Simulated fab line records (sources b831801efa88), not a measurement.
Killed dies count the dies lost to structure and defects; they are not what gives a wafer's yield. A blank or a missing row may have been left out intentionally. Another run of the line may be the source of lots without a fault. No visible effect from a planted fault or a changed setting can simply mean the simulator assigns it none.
Which tool is to blame? | flow gf180mcu | Sampling: 13 lots, 39 wafers, 4 of 602 route steps

== WHAT THE GAUGES READ, wafer by wafer ==
GF_TOP_METAL_CD_MEAS_14 targets a cd of 440 nm. Usual: 440.8 nm for cd-nm, sd 2.2.
lot  | measured     | on        | cd-nm (nm)        | flag
L747 | day 28 19:02 | cd-sem-01 | 440.2 437.8 439.8 |
L749 | day 29 04:51 | cd-sem-02 | 441.3 438.1 439.3 |
L750 | day 29 11:41 | cd-sem-02 | 442.3 439.0 439.3 |
L751 | day 30 01:17 | cd-sem-02 | 443.6 446.5 445.0 |
L752 | day 30 05:06 | cd-sem-02 | 444.0 445.6 444.8 |
L758 | day 32 05:21 | cd-sem-01 | 438.9 440.3 440.9 |
L759 | day 32 07:43 | cd-sem-01 | 441.8 441.7 441.3 |
L760 | day 32 10:47 | cd-sem-02 | 439.2 442.2 441.8 |
L762 | day 32 23:23 | cd-sem-02 | 439.0 439.5 439.0 |
L764 | day 33 11:56 | cd-sem-02 | 439.0 439.6 439.8 |
L765 | day 33 14:38 | cd-sem-01 | 443.5 443.4 442.2 |
L766 | day 33 22:15 | cd-sem-01 | 441.2 441.3 440.3 |
L768 | day 34 08:35 | cd-sem-02 | 439.3 439.6 439.7 |

== EACH LOT AND THE TOOL THAT RAN IT (in order: tool; ch and the chambers of the sampled wafers; start) ==
lot  | GF_V2_STRIP_18                       | GF_V5_SPUTTER_22             | GF_TOP_METAL_SPUTTER_04
L747 | plasma-asher-04 ch 0,1, day 21 02:59 | pvd-sputter-02, day 27 22:23 | pvd-sputter-01, day 27 23:13
L749 | plasma-asher-02 ch 0,1, day 21 16:04 | pvd-sputter-02, day 28 09:00 | pvd-sputter-03, day 28 09:49
L750 | plasma-asher-04 ch 0,1, day 21 23:19 | pvd-sputter-03, day 28 15:54 | pvd-sputter-01, day 28 16:50
L751 | plasma-asher-04 ch 0,1, day 22 14:43 | pvd-sputter-03, day 29 05:38 | pvd-sputter-04, day 29 06:28
L752 | plasma-asher-04 ch 0,1, day 22 21:26 | pvd-sputter-03, day 29 10:03 | pvd-sputter-01, day 29 10:52
L758 | plasma-asher-02 ch 0,1, day 25 08:46 | pvd-sputter-03, day 31 11:23 | pvd-sputter-01, day 31 12:13
L759 | plasma-asher-04 ch 0,1, day 25 12:07 | pvd-sputter-02, day 31 14:29 | pvd-sputter-04, day 31 15:19
L760 | plasma-asher-04 ch 0,1, day 25 17:02 | pvd-sputter-01, day 31 17:19 | pvd-sputter-04, day 31 18:08
L762 | plasma-asher-04 ch 0,1, day 26 09:43 | pvd-sputter-01, day 32 06:11 | pvd-sputter-04, day 32 07:00
L764 | plasma-asher-01 ch 0, day 26 23:40   | pvd-sputter-03, day 32 19:38 | pvd-sputter-04, day 32 20:28
L765 | plasma-asher-04 ch 0,1, day 27 03:40 | pvd-sputter-01, day 32 22:32 | pvd-sputter-01, day 32 23:22
L766 | plasma-asher-04 ch 0, day 27 13:14   | pvd-sputter-03, day 33 06:17 | pvd-sputter-04, day 33 07:07
L768 | plasma-asher-01 ch 0,1, day 28 02:28 | pvd-sputter-02, day 33 16:34 | pvd-sputter-03, day 33 17:23
- GF_V2_STRIP_18: strips in O2/N2.
- GF_V5_SPUTTER_22: material TiN, target thk 10 nm, time 40 s.
- GF_TOP_METAL_SPUTTER_04: material TiN, target thk 25 nm, time 20.8 s.

== AS READ BY THE TOOLS THEMSELVES (means over the sampled wafers that have a number; for cases with no such wafer, the mark the record gives instead) ==
GF_V2_STRIP_18. Usual: drypump-motor-current-A 5.5 A, standard deviation 0.53; heater-power-w 322 W, standard deviation 16; oes-product-au 0.592 a.u., standard deviation 0.0052.
lot  | tool            | drypump-motor-current-A (A) | heater-power-w (W) | oes-product-au (a.u.) | flag
L747 | plasma-asher-04 | 5.1                         | 335                | 0.596                 |
L749 | plasma-asher-02 | 6.2                         | 312                | 0.591                 |
L750 | plasma-asher-04 | 5.2                         | 325                | 0.594                 |
L751 | plasma-asher-04 | 5.1                         | 334                | 0.597                 |
L752 | plasma-asher-04 | 5.2                         | 318                | 0.591                 |
L758 | plasma-asher-02 | 6.1                         | 316                | 0.593                 |
L759 | plasma-asher-04 | 5.2                         | 319                | 0.587                 |
L760 | plasma-asher-04 | 5.1                         | 323                | 0.592                 |
L762 | plasma-asher-04 | 5.1                         | 325                | 0.588                 |
L764 | plasma-asher-01 | 4.7                         | 341                | 0.591                 |
L765 | plasma-asher-04 | 5.0                         | 329                | 0.595                 |
L766 | plasma-asher-04 | 4.9                         | 340                | 0.589                 |
L768 | plasma-asher-01 | 5.3                         | 321                | 0.593                 |

GF_V5_SPUTTER_22. Usual: 30.3 % for throttle-valve-pct, sd 1.
lot  | tool           | throttle-valve-pct (%) | flag
L747 | pvd-sputter-02 | 30.1                   |
L749 | pvd-sputter-02 | 30.4                   |
L750 | pvd-sputter-03 | 29.2                   |
L751 | pvd-sputter-03 | 30.2                   |
L752 | pvd-sputter-03 | 29.5                   |
L758 | pvd-sputter-03 | 30.7                   |
L759 | pvd-sputter-02 | 30.3                   |
L760 | pvd-sputter-01 | 30.1                   |
L762 | pvd-sputter-01 | 30.8                   |
L764 | pvd-sputter-03 | 31.1                   |
L765 | pvd-sputter-01 | 29.8                   |
L766 | pvd-sputter-03 | 30.7                   |
L768 | pvd-sputter-02 | 31.4                   |

GF_TOP_METAL_SPUTTER_04. Usual: 29.7 % for throttle-valve-pct, sd 0.99.
lot  | tool           | throttle-valve-pct (%) | flag
L747 | pvd-sputter-01 | 30.4                   |
L749 | pvd-sputter-03 | 30.3                   |
L750 | pvd-sputter-01 | 30.3                   |
L751 | pvd-sputter-04 | 28.4                   |
L752 | pvd-sputter-01 | 30.9                   |
L758 | pvd-sputter-01 | 31.0                   |
L759 | pvd-sputter-04 | 28.8                   |
L760 | pvd-sputter-04 | 29.5                   |
L762 | pvd-sputter-04 | 29.2                   |
L764 | pvd-sputter-04 | 28.8                   |
L765 | pvd-sputter-01 | 30.4                   |
L766 | pvd-sputter-04 | 28.6                   |
L768 | pvd-sputter-03 | 31.2                   |

== THE ANSWER, worked out from the rows above alone ==
Rule: a lot is off if the mean of its wafers that have a number lies more than 3 standard deviations from the usual mean. A lot without any number at a reading at which 4 lots or more have one is off too. The other lots that the step has rows for count as sound. First the gauges in route order, then the tools' own readings, where a lot's mean is used as printed above. The first step at which some lot is off is used, and at that step the reading that is off furthest; a lot without a number counts as furthest.
None of the lots is off at any reading shown; this tells nothing.

== WHAT THE SIMULATOR HAD INSERTED ==
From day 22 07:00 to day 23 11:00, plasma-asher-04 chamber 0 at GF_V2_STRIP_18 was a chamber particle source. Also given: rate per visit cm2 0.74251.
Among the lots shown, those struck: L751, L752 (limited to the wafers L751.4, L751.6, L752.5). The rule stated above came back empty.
